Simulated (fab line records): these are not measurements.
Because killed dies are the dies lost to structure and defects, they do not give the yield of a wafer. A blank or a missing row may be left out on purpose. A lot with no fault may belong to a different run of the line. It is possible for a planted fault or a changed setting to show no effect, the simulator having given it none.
fab line records | flow sfq-line
record: lots: 6 wafers: 18 last-day: 75
route steps=325 shown M7@285 I7@296
lots that met no fault: taken from a fault-free run of the same line
start-h: the number of hours between the record's first day and the start of the first shown wafer of the lot | wait-h: hours since the lot's step before | " as in the row above | L1.1+2: several wafers, shown together as one row | - no value, or no start given | * or withheld: withheld | < > ~ a bound
route shown NAME@n: NAME is a module with steps in the file, n the number in the route of the first one | usual: mean and standard deviation over wafers with no fault | same: alike in all rows | chamber/n: place in a boat | sites: each site's reading | _std_site: standard deviation of those values | _edge_site: mean of outer sites minus mean of inner sites | radius-mm: how far each site lies from the wafer's centre | mask NAME#n: copy n | behind: the most recent tool/chamber to have shaped the wafer | hold: why the lot went on hold/how many hours it stayed there/how the hold came to an end | device: names the non-switching transistor (n, p or np) | end of line: tests run on the same wafers once the route is complete | a step without rows: its recipe alone | killed: at the first sort, the dies lost to defects and structure; wafer yield is something else | map: dies across one wafer; x = killed, . = not, _ = none there
set.NAME: the run value of the setting; set.NAME@STEP: its run value at that earlier step | model.NAME: the simulator's own value behind a step, which no gauge read
lots seen at some steps along the route; tables by step, rows by wafer
services: from which hour (start-h, from the record's first day; less than 0 if before it) a tool's chamber was out of use, for how many hours, and why
== steps ==
step: SFQ_TRILAYER_M7_LITHO_COAT_182
recipe: resist: BARC spin-rpm: 3000 resist-thk-nm: 62
step: SFQ_TRILAYER_M7_LITHO_COAT_177
recipe: resist: KrF spin-rpm: 3000 resist-thk-nm: 600
step: SFQ_TRILAYER_M7_LITHO_SOFTBAKE_181
recipe: temp-c: withheld time-s: withheld resist: KrF
step: SFQ_TRILAYER_M7_LITHO_EXPOSE_178
recipe: mask-id: M7 na: 0.6 source-shape: conventional sigma-outer: 0.65 target-cd-nm: 500 dose-mj: 14.4
step: SFQ_TRILAYER_M7_LITHO_PEB_180
recipe: peb-temp-c: 115 peb-time-s: 60 resist: KrF
step: SFQ_TRILAYER_M7_LITHO_DEVELOP_179
recipe: time-s: 60 resist: KrF
step: SFQ_M7_OVL_MEAS_945
usual: M7_OVL: -6/5.2
columns lot.wafer tool chamber start-h wait-h M7_OVL[nm]
L518.1 overlay-01 - 1509.22 0.1 -8
L518.2 " - " " -8
L518.6 " - " " -10
L528.2 overlay-02 - 1579.95 0.1 -8
L528.3 " - " " -10
L528.4 " - " " -7
L531.1 overlay-02 - 1584.75 0.1 -1
L531.3 " - " " -8
L531.5 " - " " -5
L533.2 overlay-02 - 1587.28 0.1 0
L533.3 " - " " -8
L533.5 " - " " -2
L540.2 overlay-01 - 1709.25 0.1 6
L540.3 " - " " -1
L540.6 " - " " 5
L541.4 overlay-02 - 1718.73 0.1 -6
L541.5 " - " " -3
L541.6 " - " " -1
step: SFQ_TRILAYER_M7_BARC_OPEN_METAL_ETCH_229
recipe: mask-material: PR chemistry: O2 target-depth-nm: 125 target: BARC icp-w: 600 bias-w: 80 pressure-mtorr: 10 time-s: 41.7
usual: drypump-motor-current-A: 5.88/0.29 oes-product-au: 0.685/0.0048
columns lot.wafer tool chamber start-h wait-h drypump-motor-current-A oes-product-au rf-hours-counter-h
L518.1 rie-metal-04 0 1509.26 0.0 6.45 0.680 30
L518.2 " 0 " " 6.40 0.687 -
L518.6 " 0 " " 6.38 0.685 -
L528.2 rie-metal-04 0 1579.98 0.0 6.36 0.692 43
L528.3 " 0 " " 6.33 0.687 -
L528.4 " 1 " " 5.40 0.689 -
L531.1 rie-metal-01 1 1584.78 0.0 5.90 0.684 64
L531.3 " 0 " " 5.76 0.690 -
L531.5 " 0 " " 5.77 0.688 -
L533.2 rie-metal-01 0 1587.31 0.0 5.75 0.690 108
L533.3 " 0 " " 5.73 0.684 -
L533.5 " 1 " " 5.86 0.686 -
L540.2 rie-metal-04 0 1709.28 0.0 6.39 0.675 63
L540.3 " 0 " " 6.40 0.673 -
L540.6 " 1 " " 5.42 0.693 -
L541.4 rie-metal-02 0 1718.76 0.0 5.62 0.684 -
L541.5 " 0 " " 5.64 0.688 -
L541.6 " 1 " " 6.24 0.687 -
step: SFQ_TRILAYER_M7_ETCH_METAL_ETCH_180
recipe: target: Nb stop-on: SiO2 mask-material: PR chemistry: Cl2/Ar target-depth-nm: 240 icp-w: 600 bias-w: 80 pressure-mtorr: 10 time-s: 120
usual: drypump-motor-current-A: 5.88/0.29 oes-product-au: 0.895/0.0071
columns lot.wafer tool chamber start-h wait-h drypump-motor-current-A oes-product-au rf-hours-counter-h
L518.1 rie-metal-04 0 1509.38 0.1 6.41 0.897 30
L518.2 " 0 " " 6.40 0.890 -
L518.6 " 0 " " 6.42 0.898 -
L528.2 rie-metal-04 0 1580.04 0.0 6.36 0.908 43
L528.3 " 0 " " 6.36 0.895 -
L528.4 " 1 " " 5.42 0.896 -
L531.1 rie-metal-01 1 1584.84 0.0 5.83 0.899 64
L531.3 " 0 " " 5.76 0.891 -
L531.5 " 0 " " 5.75 0.893 -
L533.2 rie-metal-01 0 1587.37 0.0 5.77 0.891 108
L533.3 " 0 " " 5.76 0.883 -
L533.5 " 1 " " 5.83 0.899 -
L540.2 rie-metal-04 0 1709.34 0.0 6.38 0.904 63
L540.3 " 0 " " 6.39 0.897 -
L540.6 " 1 " " 5.44 0.889 -
L541.4 rie-metal-02 0 1718.85 0.1 5.61 0.897 -
L541.5 " 0 " " 5.62 0.908 -
L541.6 " 1 " " 6.21 0.893 -
step: SFQ_TRILAYER_M7_STRIP_STRIP_181
recipe: gas: O2 power-w: 200 platen-temp-c: 40 overash-fraction: 0.65 chemistry: O2 pressure-mtorr: 50
usual: drypump-motor-current-A: 5.88/0.29 oes-product-au: 0.997/0.0085 platen-temp-c: 40.00/0.11
columns lot.wafer tool chamber start-h wait-h drypump-motor-current-A oes-product-au platen-temp-c rf-hours-counter-h
L518.1 rie-metal-04 0 1509.63 0.2 6.38 1.005 39.95 31
L518.2 " 0 " " 6.36 1.007 39.91 -
L518.6 " 0 " " 6.38 1.012 39.98 -
L528.2 rie-metal-04 0 1580.17 0.1 6.36 0.997 39.96 43
L528.3 " 0 " " 6.37 1.002 39.98 -
L528.4 " 1 " " 5.42 0.995 40.04 -
L531.1 rie-metal-01 1 1584.97 0.1 5.86 0.996 39.93 65
L531.3 " 0 " " 5.77 0.993 40.15 -
L531.5 " 0 " " 5.77 1.001 39.99 -
L533.2 rie-metal-01 0 1587.49 0.1 5.78 0.992 40.01 109
L533.3 " 0 " " 5.77 0.994 39.95 -
L533.5 " 1 " " 5.84 1.002 39.98 -
L540.2 rie-metal-04 0 1709.46 0.1 6.37 0.997 39.85 63
L540.3 " 0 " " 6.37 1.001 40.06 -
L540.6 " 1 " " 5.42 0.993 40.16 -
L541.4 rie-metal-02 0 1719.13 0.2 5.63 0.983 39.89 -
L541.5 " 0 " " 5.63 0.990 40.05 -
L541.6 " 1 " " 6.24 0.991 40.20 -
step: SFQ_TRILAYER_M7_STRIP_SOLV_CLEAN_182
recipe: chemistry: NMP temp-c: 70 time-s: 600
step: SFQ_TRILAYER_I7_DEP_PECVD_183
recipe: material: SiO2 temp-c: 150 time-s: 111.11 pressure-torr: 2.4 rf-w: 183.3 precursor: SiH4/N2O target-thk-nm: 500
usual: heater-power-w: 79/9.9 rf-fwd-power-W: 182.3/0.67 susceptor-temp-C: 150.01/0.14 throttle-valve-pct: 24.5/1.4
columns lot.wafer tool chamber start-h wait-h heater-power-w rf-fwd-power-W susceptor-temp-C throttle-valve-pct model.SiO2_of_TRILAYER_I7_DEP_PECVD_183.thk-nm
L518.1 pecvd-01 0 1511.02 0.0 76 182.3 149.94 26.1 492.8
L518.2 " 1 " " 73 182.2 150.24 24.3 496.1
L518.6 " 2 " " 74 181.9 150.12 25.1 506.2
L528.2 pecvd-04 0 1580.94 0.0 89 154.2 149.78 23.7 470.7
L528.3 " 1 " " 86 181.7 150.16 24.4 496.4
L528.4 " 0 " " 93 153.8 149.71 23.7 478.3
L531.1 pecvd-04 0 1585.74 0.0 87 153.9 149.95 23.3 475.2
L531.3 " 2 " " 70 182.4 150.28 22.5 495.9
L531.5 " 2 " " 71 181.8 150.14 22.4 509.1
L533.2 pecvd-01 1 1588.27 0.0 79 182.1 150.17 24.3 497.5
L533.3 " 0 " " 82 182.6 149.89 26.4 495.4
L533.5 " 2 " " 77 181.6 150.26 25.5 506.1
L540.2 pecvd-03 1 1710.24 0.0 77 183.0 149.91 22.3 491.5
L540.3 " 2 " " 101 181.5 149.93 23.5 494.8
L540.6 " 1 " " 78 182.5 149.93 22.4 496.9
L541.4 pecvd-04 1 1719.74 0.0 71 181.8 150.10 24.9 514
L541.5 " 2 " " 66 182.2 149.97 23.0 513.3
L541.6 " 0 " " 76 183.1 150.16 23.8 509.3
step: SFQ_TRILAYER_I7_CMP_CMP_184
recipe: material: SiO2 down-force-psi: 3 platen-rpm: 60 pad-velocity-m-s: 0.94248
usual: motor-current-A: 10.5/0.98 time-to-endpoint-s: 221/6.6
columns lot.wafer tool chamber start-h wait-h motor-current-A time-to-endpoint-s
L518.2 cmp-01 2 1511.10 0.0 8.8 216
L518.1 " 1 1512.60 1.5 10.1 211
L518.6 " 2 " " 9.3 220
L528.2 cmp-01 0 1581.02 0.0 11.0 196
L528.4 " 1 " " 10.2 202
L528.3 " 2 " " 9.4 203
L531.3 cmp-02 3 1586.42 0.6 9.6 211
L531.1 " 1 1587.42 1.6 10.5 198
L531.5 " 3 1588.42 2.6 9.2 227
L533.3 cmp-01 2 1590.80 2.5 9.0 208
L533.2 " 0 1591.80 3.5 11.0 212
L533.5 " 3 1593.30 5.0 12.7 220
L540.2 cmp-02 1 1711.60 1.3 10.3 219
L540.3 " 2 " " 10.6 223
L540.6 " 1 1713.60 3.3 10.4 209
L541.4 cmp-02 0 1723.60 3.8 10.8 235
L541.5 " 0 1725.60 5.8 11.2 229
L541.6 " 1 " " 9.9 227
step: SFQ_I7_BOW_MEAS_946
recipe: mode: bow
usual: I7_BOW: 8/9.8
columns lot.wafer tool chamber start-h wait-h I7_BOW[um]
L518.1 film-metro-01 - 1514.10 1.0 9
L518.2 " - " " 10
L518.6 " - " " 9
L528.2 film-metro-02 - 1584.04 2.5 14
L528.3 " - " " 13
L528.4 " - " " 7
L531.1 film-metro-02 - 1589.42 1.5 23
L531.3 " - " " 21
L531.5 " - " " 8
L533.2 film-metro-03 - 1593.82 1.5 -16
L533.3 " - " " -16
L533.5 " - " " -18
L540.2 film-metro-02 - 1714.62 2.5 15
L540.3 " - " " 9
L540.6 " - " " 14
L541.4 film-metro-01 - 1726.66 2.6 -6
L541.5 " - " " 10
L541.6 " - " " 2
== services ==
columns tool chamber start-h hours kind
cmp-01 - 1490.27 1.3 repair
rie-metal-04 - 1522.13 2.8 pm
pecvd-01 1 1523.98 3.6 repair
rie-metal-01 1 1531.44 5.1 repair
cmp-02 - 1532.03 2.5 repair
cmp-02 - 1544.44 0.8 repair
pecvd-04 1 1560.13 10.7 repair
rie-metal-04 1 1562.97 - clean
rie-metal-04 1 1562.97 - consumable-replace:focus-ring
rie-metal-04 0 1563.34 6.5 repair
cmp-02 - 1564.40 1.0 repair
pecvd-01 - 1565.34 1.0 repair
pecvd-01 - 1589.33 6.0 pm
cmp-02 - 1601.42 4.0 pm
rie-metal-02 1 1604.73 2.6 repair
cmp-02 - 1622.92 4.6 repair
rie-metal-02 0 1622.97 2.0 repair
pecvd-03 - 1637.98 5.5 pm
rie-metal-01 - 1665.50 0.8 repair
pecvd-04 1 1667.20 6.1 repair
pecvd-04 - 1683.87 1.6 repair
pecvd-03 - 1686.25 14.0 pm
rie-metal-01 - 1705.08 39.8 repair
pecvd-04 1 1721.36 68.4 repair
== key ==
first-sign: step: SFQ_TRILAYER_I7_DEP_PECVD_183 reading: rf-fwd-power-W direction: down sigmas: 42 usual: 182.3 struck: 154.0
effect: step: SFQ_TRILAYER_I7_CMP_CMP_184 reading: time-to-endpoint-s direction: down sigmas: 3.3 usual: * struck: *
model-effect: step: SFQ_TRILAYER_I7_DEP_PECVD_183 value: SiO2_of_TRILAYER_I7_DEP_PECVD_183.thk-nm without: 500.2 struck: 474.8
met-at SFQ_TRILAYER_I7_DEP_PECVD_183
struck-wafers L528.2,L528.4,L531.1
fault: kind: process-parameter-drift tool: pecvd-04 chamber: 0 onset-h: 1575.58 steps: SFQ_TRILAYER_I7_DEP_PECVD_183 channel: rf-w offset: -29.328 shape: step end-h: 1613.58 acts-in: these-recipes-only stated: 183.3
